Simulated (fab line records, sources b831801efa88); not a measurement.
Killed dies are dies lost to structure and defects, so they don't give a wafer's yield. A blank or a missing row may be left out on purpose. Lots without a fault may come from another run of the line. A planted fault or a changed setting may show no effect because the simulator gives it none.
Split-lot experiment | flow gf180mcu | 5 lots, 27 wafers read, on a route of 602 steps

THE SPLIT
At GF_SAB_DEVELOP_08 (develop time 60 s), the setting develop_time_s was moved away from the recipe's 60 s on 9 of the 27 wafers read, by -45.3% to +18.5%. The other wafers ran this setting at the recipe's value.

The file shows no step between the split and the reading.

THE READING
cd_nm, in nm, at GF_SAB_CD_MEAS_09 (target cd 420 nm). Fault-free wafers of this fab line usually give 418.2 nm, standard deviation 2.2 nm.

wafer  | tool, chamber at the split | develop_time_s as run, s | against the recipe | cd_nm, nm | against lot-mates on the recipe
L074.1 | litho_track-03, 0          | 60                       | recipe             | 418.1     | -
L074.2 | litho_track-03, 0          | 60                       | recipe             | 414.7     | -
L074.3 | litho_track-03, 0          | 60                       | recipe             | 417.0     | -
L074.4 | litho_track-03, 0          | 42.39                    | -29.3%             | 450.5     | +33.9
L074.5 | litho_track-03, 0          | 42.39                    | -29.3%             | 449.4     | +32.8
L074.6 | litho_track-03, 0          | 42.39                    | -29.3%             | 451.1     | +34.5
L077.1 | litho_track-04, 0          | 71.12                    | +18.5%             | 403.5     | -16.6
L077.2 | litho_track-04, 0          | 60                       | recipe             | 420.1     | -
L077.3 | litho_track-04, 0          | 60                       | recipe             | 420.1     | -
L077.4 | litho_track-04, 0          | 60                       | recipe             | 420.2     | -
L077.5 | litho_track-04, 0          | 71.12                    | +18.5%             | 404.9     | -15.2
L077.6 | litho_track-04, 0          | 71.12                    | +18.5%             | 405.8     | -14.3
L080.1 | litho_track-04, 0          | 60                       | recipe             | 417.9     | -
L080.2 | litho_track-04, 0          | 60                       | recipe             | 418.1     | -
L080.3 | litho_track-04, 0          | 60                       | recipe             | 418.0     | -
L080.4 | litho_track-04, 0          | 60                       | recipe             | 416.3     | -
L080.5 | litho_track-04, 0          | 60                       | recipe             | 418.3     | -
L080.6 | litho_track-04, 0          | 60                       | recipe             | 414.9     | -
L082.1 | litho_track-04, 0          | 60                       | recipe             | 420.6     | -
L082.2 | litho_track-04, 0          | 32.82                    | -45.3%             | 480.9     | +60.6
L082.3 | litho_track-04, 0          | 32.82                    | -45.3%             | 480.9     | +60.6
L082.4 | litho_track-04, 0          | 60                       | recipe             | 419.1     | -
L082.5 | litho_track-04, 0          | 60                       | recipe             | 421.2     | -
L082.6 | litho_track-04, 0          | 32.82                    | -45.3%             | 481.7     | +61.4
L083.2 | litho_track-01, 0          | 60                       | recipe             | 412.9     | -
L083.3 | litho_track-01, 0          | 60                       | recipe             | 412.9     | -
L083.4 | litho_track-01, 0          | 60                       | recipe             | 415.2     | -

THE FIT
A straight line over all 27 wafers: cd_nm changes by -1.22 nm for each +1% of develop_time_s; r = -0.98; the points scatter about the line by 4.8 nm.
The same after taking each lot's own level away (the mean of its wafers on the recipe; 27 wafers): -1.22 nm for each +1%; r = -0.99; scatter 3.2 nm.
On that fit, the largest move of develop_time_s shifts the reading by 55 nm.
The lots' own levels span 413.67 to 420.30 nm, that is 3.0 times the standard deviation above.
So the lot-to-lot level changes the slope little: the two slopes agree.
Check: with one of the wafers moved furthest among these (-45.3%) left out of the fit, the line predicts +55.2 nm for it against its lot-mates. It came out at +60.6 nm against them.

OTHER SPLITS ON THESE WAFERS
These wafers also went through other splits before the reading. Each is held against what the fit with the lots' levels taken away leaves over:
other split on the same wafers | wafers away from the commonest value | r with cd_nm (lot level and that fit taken away)
GF_STI_OXIDATION_01 ox_time_s  | 18                                   | +0.36

THE WHOLE CHAIN: every reading that the file lists as answering this split, in the file's order
step              | what it does                                              | reading                                                    | change (the file's fit)              | r (the file's)
GF_SAB_CD_MEAS_09 | target cd 420 nm                                          | cd_nm                                                      | -1.24 nm for each +1% of the setting | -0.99
GF_SAB_ETCH_11    | etches SiO2 in C4F8/O2/Ar, target depth 55 nm, time 8.5 s | SAB.cd_nm (the simulator's own value, which no gauge read) | -1.24 nm for each +1% of the setting | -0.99

THE FILE'S OWN FIT
cd_nm changes by -1.24 nm for each +1% of develop_time_s, r = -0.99.
